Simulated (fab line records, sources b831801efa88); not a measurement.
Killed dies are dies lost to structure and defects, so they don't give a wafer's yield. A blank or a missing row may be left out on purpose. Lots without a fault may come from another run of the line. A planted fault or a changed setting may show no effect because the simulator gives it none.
A struck lot beside a sound one | flow gf180mcu | 14 steps out of a route of 602
Sound: wafers L993.2, L993.4, L993.5. Struck: wafers L995.1, L995.5, L995.6. The cause comes at the end.
At each step with rows: each side's tool, then ch and its chambers, then its first start. Under that, the readings that differ: sound wafers | struck wafers | difference of the means | sigmas: that difference in standard deviations of wafers without a fault.
alike: readings whose means differ by less than 2 such deviations, and words and numbers that are the same on both sides. not compared: withheld readings, readings that some wafer has no value for, bounds like >300 that may hide the same value, and numbers for which the record gives no deviation and whose values overlap.
The two part at a step that has a row with sigmas, a row that says differs or no value, or rows on one side only. Numbers that don't overlap but have no deviation are shown without sigmas and don't part them. A reading that every wafer of one side lacks parts them only if that side has two wafers or more.

GF_TOP_METAL_SPUTTER_00: material Ti, target thk 37.5 nm, time 150 s.
  sound on pvd_sputter-01, day 28 21:34; struck on pvd_sputter-02, day 29 22:35
  alike: chamber_pressure_pa, throttle_valve_pct
GF_TOP_METAL_SPUTTER_01: material TiN, target thk 30 nm, time 25 s.
  sound on pvd_sputter-01, day 28 21:40; struck on pvd_sputter-02, day 29 22:41
  alike: chamber_pressure_pa, throttle_valve_pct
GF_TOP_METAL_SPUTTER_02: material AlCu, target thk 900 nm, time 47.82 s.
  sound on pvd_sputter-01, day 28 21:41; struck on pvd_sputter-02, day 29 22:43
  alike: chamber_pressure_pa, throttle_valve_pct
GF_TOP_METAL_SPUTTER_03: material Ti, target thk 5 nm, time 3.3 s.
  sound on pvd_sputter-01, day 28 21:44; struck on pvd_sputter-02, day 29 22:45
  alike: chamber_pressure_pa, throttle_valve_pct
GF_TOP_METAL_SPUTTER_04: material TiN, target thk 25 nm, time 20.8 s.
  sound on pvd_sputter-01, day 28 21:45; struck on pvd_sputter-02, day 29 22:46
  alike: chamber_pressure_pa, throttle_valve_pct
GF_TOP_METAL_RS_MEAS_05: measures by four-point-probe.
  sound on film_metro-02, day 28 21:48; struck on film_metro-03, day 29 22:48
  alike: TOP_METAL_ALCU_RS
GF_TOP_METAL_THK_MEAS_06: measures by xrf.
  sound on film_metro-02, day 28 21:55; struck on film_metro-03, day 29 22:55
  alike: TOP_METAL_ALCU_THK
then, 5 steps without rows for these wafers: GF_TOP_METAL_DEHYDRATE_07 (time 60 s); GF_TOP_METAL_HMDS_08 (prime time 60 s); GF_TOP_METAL_COAT_09 (resist thk 1500 nm); GF_TOP_METAL_SOFTBAKE_10 (time 60 s); GF_TOP_METAL_EXPOSE_11 (exposes mask MetalTop, target cd 440 nm).
GF_TOP_METAL_PEB_12:
  sound on litho_track-01 ch 0, day 29 16:01; struck on litho_track-03, day 30 16:37
  reading         | sound          | struck | difference                    | sigmas
  exhaust_pa (Pa) | 44.2 45.9 45.1 | - - -  | no value on the struck wafers |
  not compared: chill_plate_temp_C, resist_line_temp_C, time_s
then, 1 step without rows for these wafers: GF_TOP_METAL_DEVELOP_13 (develop time 60 s).

WHERE THEY PART
Only at GF_TOP_METAL_PEB_12, within this record.

WHY: what the simulator had put in
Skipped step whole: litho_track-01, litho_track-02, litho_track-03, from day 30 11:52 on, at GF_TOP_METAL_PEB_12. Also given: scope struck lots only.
